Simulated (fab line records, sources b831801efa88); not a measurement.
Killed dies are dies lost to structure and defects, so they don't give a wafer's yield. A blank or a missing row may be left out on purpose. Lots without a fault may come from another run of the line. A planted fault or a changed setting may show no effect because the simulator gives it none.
One fault seen from 2 desks | flow gf180mcu | each desk has only its own numbers; what lay behind them comes last

THE METROLOGY DESK
What the gauges read, lot by lot, whatever tool the lot ran on: means of the sampled wafers that have a number. A lot is out of limits, marked OUT, if its mean lies more than 4 standard deviations from the usual mean; the brackets give that distance.
Columns: A = STI_OXIDATION_THK at GF_STI_THK_MEAS_02, usual 9.93 nm; B = DNWELL_TW at GF_DNWELL_TW_MEAS_09, usual 1347; C = NWELL_OVL at GF_NWELL_OVL_MEAS_07, usual 0.6 nm
lot  | first seen here | A     | B              | C
L826 | day 1 16:34     | 9.59  | 1368           | -0.3
L827 | day 1 21:50     | 10.16 | 1361           | 2.3
L828 | day 2 02:31     | 9.74  | 1333           | -0.4
L831 | day 2 17:31     | 10.07 | 1336           | -1.2
L832 | day 2 22:37     | 10.20 | 1496 (+14) OUT | 0.9
L836 | day 3 19:17     | 9.95  | 1513 (+15) OUT | 0.0
L837 | day 3 23:31     | 9.81  | 1330           | 0.7
L839 | day 4 09:32     | 10.09 | 1349           | -0.5
L840 | day 4 14:31     | 10.12 | 1351           | 2.2
L841 | day 4 19:31     | 10.06 | 1341           | 1.7
L842 | day 5 02:44     | 9.97  | 1343           | -0.0
L843 | day 5 07:11     | 9.69  | 1358           | 2.3
L848 | day 6 06:31     | 9.64  | 1358           | -0.4
This desk's finding: out of limits on L832, L836; first on L832, day 4 07:33 (DNWELL_TW at GF_DNWELL_TW_MEAS_09). In limits: L826, L827, L828, L831, L837, L839, L840, L841, L842, L843, L848.

THE TOOL OWNER'S DESK: implanter-02
The tool's own readings at GF_DNWELL_IMPLANT_07: means of the sampled wafers that have a number, for each lot that ran on this tool. A lot is out of limits, marked OUT, if its mean lies more than 4 standard deviations from the usual mean; the brackets give that distance.
Columns: A = tilt_deg at GF_DNWELL_IMPLANT_07, usual -0.003 degrees
lot  | first seen here | A
L826 | day 3 00:33     | -0.038
L828 | day 3 09:48     | 0.017
L831 | day 4 01:39     | -0.011
L832 | day 4 07:18     | 7.592 (+99 or more) OUT
L836 | day 5 05:57     | 7.616 (+99 or more) OUT
This desk's finding: out of limits on L832, L836; first on L832, day 4 07:18 (tilt_deg at GF_DNWELL_IMPLANT_07). In limits: L826, L828, L831.

PUT TOGETHER
The tool owner's desk could have raised an alarm at day 4 07:18, on L832, L836.
The metrology desk could have raised an alarm at day 4 07:33, on L832, L836.
Of the lots named, all ran GF_DNWELL_IMPLANT_07 on implanter-02.

WHAT THE SIMULATOR HAD PUT IN
Process parameter drift: implanter-02, from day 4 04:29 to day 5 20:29, at GF_DNWELL_IMPLANT_07. Setting tilt_deg, moved by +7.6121, from 0. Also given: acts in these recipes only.
Lots struck among those shown: L832, L836.
Hours from the fault's start to each desk's first reading out of limits: the tool owner's desk, 3; the metrology desk, 3.
